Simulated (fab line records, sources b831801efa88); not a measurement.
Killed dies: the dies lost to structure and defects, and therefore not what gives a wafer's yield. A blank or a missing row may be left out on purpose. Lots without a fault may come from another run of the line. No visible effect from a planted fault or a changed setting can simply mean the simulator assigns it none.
Which tool did it? -- flow sky130 -- Sampling: 13 lots, 39 wafers, 2 of 708 route steps

## WHAT THE GAUGES READ, wafer by wafer
SKY_DNWELL_TW_MEAS_09. Usual: DNWELL_TW gives 1115 (standard deviation 4.7).
lot,measured,on,DNWELL_TW,flag
L411,day 3 14:50,film metro-02,1110 1107 1112,
L413,day 4 03:17,film metro-01,1118 1112 1111,
L414,day 4 09:23,film metro-02,1114 1118 1111,
L415,day 4 14:43,film metro-02,1114 1114 1114,
L416,day 4 20:23,film metro-01,1119 1116 1116,
L417,day 5 02:16,film metro-03,1120 1125 1121,
L418,day 5 04:39,film metro-01,1117 1119 1116,
L423,day 6 06:39,film metro-03,1117 1113 1119,
L424,day 6 13:50,film metro-02,1118 1113 1113,
L426,day 7 00:04,film metro-02,1116 1116 1118,
L427,day 7 05:06,film metro-03,1109 1104 1108,
L429,day 7 14:34,film metro-03,1120 1111 1113,
L431,day 8 03:12,film metro-02,1116 1115 1115,

SKY_VT_ADJUST_LVTN_TW_MEAS_10. Usual: VT_ADJUST_LVTN_TW gives 243.0 (standard deviation 1.1).
lot,measured,on,VT_ADJUST_LVTN_TW,flag
L411,day 8 00:16,film metro-03,244.1 243.5 243.0,
L413,day 8 01:40,film metro-03,243.1 241.9 244.6,
L414,day 8 17:20,film metro-04,243.0 244.9 242.6,
L415,day 8 18:34,film metro-04,242.7 243.9 243.6,
L416,day 8 21:23,film metro-04,243.8 242.9 244.1,
L417,day 9 06:37,film metro-02,243.3 243.7 242.5,
L418,day 9 14:16,film metro-02,244.0 242.1 243.7,
L423,day 10 17:35,film metro-03,242.1 241.6 242.9,
L424,day 11 02:40,film metro-04,244.8 244.8 243.7,
L426,day 11 17:49,film metro-02,242.8 241.9 243.4,
L427,day 11 20:53,film metro-03,242.0 242.2 242.7,
L429,day 12 08:10,film metro-03,242.7 243.0 240.9,
L431,day 12 23:08,film metro-02,244.5 243.1 244.9,

## WHICH TOOL RAN EACH LOT (tool, then ch and the chambers of the sampled wafers, then the start)
The record holds no process step before these readings.

## WHAT THE TOOLS THEMSELVES READ (means of the sampled wafers that have a number; where no wafer has one, the mark that the record gives instead)
The record holds no such reading with a usual standard deviation.

## THE ANSWER, worked out from the rows above alone
Rule: take the mean of a lot's wafers that have a number; if it is more than 3 standard deviations from the usual mean, the lot is off. Also off: a lot with no number at a reading for which 4 or more lots have one. All remaining lots with rows at the step are treated as sound. Order of review: gauges by route order, followed by the tools' own readings, for which a lot's mean as printed above is used. The first step at which some lot is off is used, and at that step the reading that is off furthest; a lot without a number counts as furthest.
Across all readings shown, no lot is off: no conclusion can be drawn from this.

## WHAT THE SIMULATOR PUT IN
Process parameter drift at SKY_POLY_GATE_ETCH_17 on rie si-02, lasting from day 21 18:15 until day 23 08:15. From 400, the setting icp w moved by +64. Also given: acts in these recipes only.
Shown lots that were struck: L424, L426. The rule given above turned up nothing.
